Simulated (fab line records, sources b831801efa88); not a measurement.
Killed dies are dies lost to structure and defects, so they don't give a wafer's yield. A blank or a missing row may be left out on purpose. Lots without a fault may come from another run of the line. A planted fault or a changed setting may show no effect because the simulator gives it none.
Which tool did it? | flow sky130 | 14 lots, 42 wafers sampled, at 3 steps of a route of 708

WHAT THE GAUGES READ, wafer by wafer
SKY_VT_ADJUST_PCH_OVL_MEAS_07. Usual: VT_ADJUST_PCH_OVL -1.5 nm, standard deviation 1.5.
lot  | measured     | on         | VT_ADJUST_PCH_OVL (nm) | flag
L738 | day 10 08:57 | overlay-02 | -4.2 -4.3 -2.7         |
L740 | day 11 03:10 | overlay-02 | -3.7 -3.0 -3.3         |
L743 | day 11 19:52 | overlay-02 | 0.1 0.1 0.8            |
L744 | day 12 07:50 | overlay-01 | -1.1 -4.5 -1.8         |
L745 | day 12 14:20 | overlay-02 | 1.1 -0.2 0.9           |
L746 | day 12 18:11 | overlay-02 | -2.3 -2.4 -2.0         |
L749 | day 13 18:29 | overlay-01 | -1.1 -1.5 -2.8         |
L750 | day 14 07:05 | overlay-01 | -2.1 -1.9 -5.3         |
L752 | day 14 21:36 | overlay-01 | -2.3 -2.6 -0.2         |
L757 | day 16 19:23 | overlay-02 | -2.3 -3.0 -1.8         |
L758 | day 16 22:07 | overlay-01 | -1.3 -0.6 -2.0         |
L759 | day 17 03:50 | overlay-02 | -0.9 -1.4 -0.8         |
L760 | day 17 11:23 | overlay-01 | -2.3 -2.9 -4.1         |
L761 | day 17 21:02 | overlay-02 | -1.1 -3.1 0.0          |

SKY_SONOS_TUNNEL_CD_MEAS_07: target cd 410 nm. Usual: cd_nm 409.9 nm, standard deviation 2.4.
lot  | measured     | on        | cd_nm (nm)        | flag
L738 | day 11 08:26 | cd_sem-01 | 409.5 408.2 407.9 |
L740 | day 12 03:00 | cd_sem-01 | 408.3 409.7 408.1 |
L743 | day 12 20:17 | cd_sem-01 | 409.3 410.0 408.2 |
L744 | day 13 09:12 | cd_sem-01 | 414.4 413.9 413.5 |
L745 | day 13 15:33 | cd_sem-01 | 411.9 411.7 412.9 |
L746 | day 13 18:47 | cd_sem-02 | 407.7 404.4 406.8 |
L749 | day 14 20:02 | cd_sem-01 | 409.8 409.3 408.8 |
L750 | day 15 09:26 | cd_sem-01 | 410.9 411.5 411.2 |
L752 | day 16 01:04 | cd_sem-01 | 407.1 409.6 406.5 |
L757 | day 18 00:17 | cd_sem-02 | 410.0 410.4 409.1 |
L758 | day 18 03:25 | cd_sem-02 | 411.1 410.6 410.2 |
L759 | day 18 09:25 | cd_sem-02 | 413.0 412.4 412.6 |
L760 | day 18 17:30 | cd_sem-02 | 410.9 411.2 413.5 |
L761 | day 19 03:32 | cd_sem-01 | 408.0 409.5 407.1 |

SKY_SONOS_ONO_CD_MEAS_13: target cd 410 nm. Usual: cd_nm 409.9 nm, standard deviation 2.5.
lot  | measured     | on        | cd_nm (nm)        | flag
L738 | day 12 13:52 | cd_sem-01 | 409.7 410.2 409.8 |
L740 | day 13 10:28 | cd_sem-02 | 408.4 411.5 411.6 |
L743 | day 14 04:14 | cd_sem-02 | 409.2 408.1 407.2 |
L744 | day 14 19:45 | cd_sem-02 | 407.7 408.0 408.0 |
L745 | day 15 06:45 | cd_sem-02 | 413.4 408.0 410.3 |
L746 | day 15 07:01 | cd_sem-01 | 408.1 408.0 409.5 |
L749 | day 16 04:04 | cd_sem-01 | 407.5 408.2 410.2 |
L750 | day 16 18:33 | cd_sem-01 | 409.6 407.0 410.2 |
L752 | day 17 09:49 | cd_sem-01 | 409.1 409.8 409.5 |
L757 | day 19 12:53 | cd_sem-01 | 411.6 410.6 409.2 |
L758 | day 19 15:58 | cd_sem-01 | 412.7 413.4 412.4 |
L759 | day 19 20:56 | cd_sem-02 | 409.2 409.0 408.7 |
L760 | day 20 06:48 | cd_sem-01 | 413.8 415.5 416.1 |
L761 | day 20 14:36 | cd_sem-01 | 413.8 415.0 413.2 |

WHICH TOOL RAN EACH LOT (tool, then ch and the chambers of the sampled wafers, then the start)
The record holds no process step before these readings.

WHAT THE TOOLS THEMSELVES READ (means of the sampled wafers that have a number; where no wafer has one, the mark that the record gives instead)
The record holds no such reading with a usual standard deviation.

THE ANSWER, worked out from the rows above alone
Rule: a lot is off if the mean of its wafers that have a number lies more than 3 standard deviations from the usual mean. A lot without any number at a reading at which 4 lots or more have one is off too. The other lots that the step has rows for count as sound. The gauges are gone through in route order, then the tools' own readings, and for those a lot's mean is taken as printed above. The first step at which some lot is off is used, and at that step the reading that is off furthest; a lot without a number counts as furthest.
No lot is off at any reading shown: from this, nothing can be told.

WHAT THE SIMULATOR HAD PUT IN
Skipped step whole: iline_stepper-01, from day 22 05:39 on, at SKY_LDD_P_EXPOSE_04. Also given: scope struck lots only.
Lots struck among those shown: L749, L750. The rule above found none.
